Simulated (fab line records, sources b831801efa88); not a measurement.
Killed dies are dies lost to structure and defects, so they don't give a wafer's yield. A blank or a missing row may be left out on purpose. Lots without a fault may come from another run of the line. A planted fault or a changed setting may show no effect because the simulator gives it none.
Which tool did it? | flow gf180mcu | 14 lots, 42 wafers sampled, at 3 steps of a route of 602

WHAT THE GAUGES READ, wafer by wafer
GF_V5_THK_MEAS_03. Usual: V5_CVD_02_THK 1440 nm, standard deviation 20.
lot  | measured     | on            | V5_CVD_02_THK (nm) | flag
L241 | day 26 10:47 | film_metro-03 | 1416 1437 1465     |
L243 | day 27 07:01 | film_metro-01 | 1432 1475 1454     |
L244 | day 27 12:41 | film_metro-03 | 1421 1448 1447     |
L249 | day 29 01:56 | film_metro-01 | 1438 1443 1466     |
L251 | day 29 13:31 | film_metro-04 | 1424 1428 1460     |
L252 | day 29 20:16 | film_metro-03 | 1420 1414 1436     |
L253 | day 30 03:24 | film_metro-03 | 1427 1451 1468     |
L257 | day 31 04:38 | film_metro-01 | 1426 1404 1447     |
L258 | day 31 09:17 | film_metro-04 | 1413 1443 1455     |
L259 | day 31 17:17 | film_metro-03 | 1417 1442 1475     |
L261 | day 32 01:49 | film_metro-03 | 1444 1433 1451     |
L262 | day 32 10:15 | film_metro-04 | 1448 1433 1466     |
L263 | day 32 17:07 | film_metro-01 | 1447 1437 1466     |
L264 | day 32 22:34 | film_metro-03 | 1434 1427 1446     |

GF_V5_BOW_MEAS_05. Usual: V5_BOW 136 um, standard deviation 9.1.
lot  | measured     | on            | V5_BOW (um) | flag
L241 | day 26 11:09 | film_metro-03 | 141 136 130 |
L243 | day 27 07:25 | film_metro-03 | 137 132 133 |
L244 | day 27 13:03 | film_metro-03 | 123 145 131 |
L249 | day 29 02:19 | film_metro-04 | 136 132 141 |
L251 | day 29 13:59 | film_metro-04 | 137 142 149 |
L252 | day 29 20:38 | film_metro-01 | 139 158 148 |
L253 | day 30 03:46 | film_metro-01 | 131 138 125 |
L257 | day 31 05:00 | film_metro-04 | 134 140 139 |
L258 | day 31 09:38 | film_metro-01 | 138 121 132 |
L259 | day 31 17:38 | film_metro-03 | 116 131 132 |
L261 | day 32 02:25 | film_metro-04 | 133 137 136 |
L262 | day 32 11:02 | film_metro-04 | 149 135 140 |
L263 | day 32 17:30 | film_metro-03 | 125 122 129 |
L264 | day 32 23:28 | film_metro-03 | 154 144 159 |

GF_TOP_METAL_RS_MEAS_05: measures by four-point-probe. Usual: TOP_METAL_ALCU_RS 0.0328 ohm/sq, standard deviation 0.00039.
lot  | measured     | on            | TOP_METAL_ALCU_RS (ohm/sq) | flag
L241 | day 27 08:58 | film_metro-03 | 0.0319 0.0320 0.0319       |
L243 | day 28 04:53 | film_metro-03 | 0.0323 0.0327 0.0325       |
L244 | day 28 10:34 | film_metro-03 | 0.0331 0.0326 0.0330       |
L249 | day 29 23:23 | film_metro-03 | 0.0331 0.0324 0.0328       |
L251 | day 30 10:20 | film_metro-02 | 0.0326 0.0328 0.0330       |
L252 | day 30 17:07 | film_metro-03 | 0.0332 0.0326 0.0328       |
L253 | day 30 23:34 | film_metro-03 | 0.0324 0.0328 0.0322       |
L257 | day 32 01:44 | film_metro-04 | 0.0337 0.0332 0.0330       |
L258 | day 32 04:25 | film_metro-02 | 0.0323 0.0330 0.0325       |
L259 | day 32 11:50 | film_metro-03 | 0.0327 0.0330 0.0328       |
L261 | day 32 19:40 | film_metro-03 | 0.0327 0.0326 0.0327       |
L262 | day 33 04:26 | film_metro-04 | 0.0331 0.0324 0.0327       |
L263 | day 33 10:40 | film_metro-02 | 0.0329 0.0329 0.0331       |
L264 | day 33 16:36 | film_metro-02 | 0.0332 0.0336 0.0331       |

WHICH TOOL RAN EACH LOT (tool, then ch and the chambers of the sampled wafers, then the start)
The record holds no process step before these readings.

WHAT THE TOOLS THEMSELVES READ (means of the sampled wafers that have a number; where no wafer has one, the mark that the record gives instead)
The record holds no such reading with a usual standard deviation.

THE ANSWER, worked out from the rows above alone
Rule: a lot is off if the mean of its wafers that have a number lies more than 3 standard deviations from the usual mean. A lot without any number at a reading at which 4 lots or more have one is off too. The other lots that the step has rows for count as sound. The gauges are gone through in route order, then the tools' own readings, and for those a lot's mean is taken as printed above. The first step at which some lot is off is used, and at that step the reading that is off furthest; a lot without a number counts as furthest.
No lot is off at any reading shown: from this, nothing can be told.

WHAT THE SIMULATOR HAD PUT IN
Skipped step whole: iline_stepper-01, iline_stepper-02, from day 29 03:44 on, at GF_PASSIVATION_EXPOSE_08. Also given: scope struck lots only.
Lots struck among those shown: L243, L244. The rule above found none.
